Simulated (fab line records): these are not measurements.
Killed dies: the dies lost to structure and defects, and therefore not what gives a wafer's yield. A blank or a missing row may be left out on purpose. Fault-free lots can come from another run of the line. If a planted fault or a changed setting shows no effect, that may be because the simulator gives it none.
Comparing a struck lot with a sound one :: flow sky130 :: 15 steps out of a route of 708
Sound: these wafers, L311.1, L311.2, L311.5. The struck wafers were L313.1, L313.2, L313.3. The cause is given at the end.
At each step with rows: each side's tool, then ch and its chambers, then its first start. Under that, the readings that differ: sound wafers :: struck wafers :: difference of the means :: sigmas: that difference in standard deviations of wafers without a fault.
alike: a reading whose means differ by less than 2 such deviations, as well as words and numbers matching on both sides. not compared: withheld readings; readings where some wafer has no value; bounds like >300 that might hide an equal value; numbers whose values overlap and for which the record gives no deviation.
A row with sigmas, a row that says differs or no value, or rows on one side alone: a step with any of these is where the two part. Numbers that don't overlap but have no deviation are shown without sigmas and don't part them. A reading missing from all wafers of one side parts the sides only when that side holds two or more wafers.

first, 1 step without rows for these wafers: SKY_LDD_N_IMPLANT_15.
SKY_LDD_N_STRIP_16: strips in O2/N2.
  sound on plasma_asher-03 ch 0,1, day 21 01:20; struck on plasma_asher-02 ch 0,1, day 22 00:37
  alike: drypump_motor_current_A, oes_product_au, strip_time_to_endpoint_s
  not compared: rf_hours_counter_h
SKY_LDD_N_TW_MEAS_17:
  sound on film_metro-04 at day 21 01:26; struck on film_metro-01 at day 22 00:43
reading: LDD_N_TW
sound: 2559 2571 2579
struck: 2658 2639 2652
difference: +80
sigmas: +2
then, 7 steps without rows for these wafers: SKY_LDD_P_DEHYDRATE_00 (time 60 s); SKY_LDD_P_HMDS_01 (prime time 60 s); SKY_LDD_P_COAT_02 (resist thk 1140 nm); SKY_LDD_P_SOFTBAKE_03 (time 60 s); SKY_LDD_P_EXPOSE_04 (exposes mask PSDM, target cd 380 nm); SKY_LDD_P_PEB_05; SKY_LDD_P_DEVELOP_06 (develop time 60 s).
SKY_LDD_P_CD_MEAS_07: target cd 380 nm.
  sound on cd_sem-02 at day 22 07:07; struck on cd_sem-01 at day 23 06:59
  alike: cd_nm
SKY_LDD_P_OVL_MEAS_08:
  sound on overlay-01 at day 22 07:14; struck on overlay-02 at day 23 07:07
  alike: LDD_P_OVL
SKY_LDD_P_IMPLANT_09:
  struck on implanter-02, day 23 07:08; sound on implanter-02 ch 0, day 22 07:16
  no value came back on the struck wafers for beam_energy_keV, beam_on_s (s), end_station_pressure_torr (Torr); on the sound wafers beam_energy_keV reads 24.998 24.990 25.000
SKY_LDD_P_STRIP_10: strips in O2/N2.
  sound on plasma_asher-02 ch 0,1, day 22 07:25; struck on plasma_asher-03 ch 0,1, day 23 07:17
  alike: drypump_motor_current_A, oes_product_au, strip_time_to_endpoint_s
  not compared: rf_hours_counter_h
SKY_LDD_P_TW_MEAS_11:
  sound on film_metro-03 at day 22 07:31; struck on film_metro-02 at day 23 07:23
reading: LDD_P_TW
sound: 630 630 627
struck: 30 30 30
difference: -599
sigmas: -67

WHERE THEY PART
At SKY_LDD_N_TW_MEAS_17 first; at SKY_LDD_P_TW_MEAS_11 last (within this record only).

WHY: what had been put in by the simulator
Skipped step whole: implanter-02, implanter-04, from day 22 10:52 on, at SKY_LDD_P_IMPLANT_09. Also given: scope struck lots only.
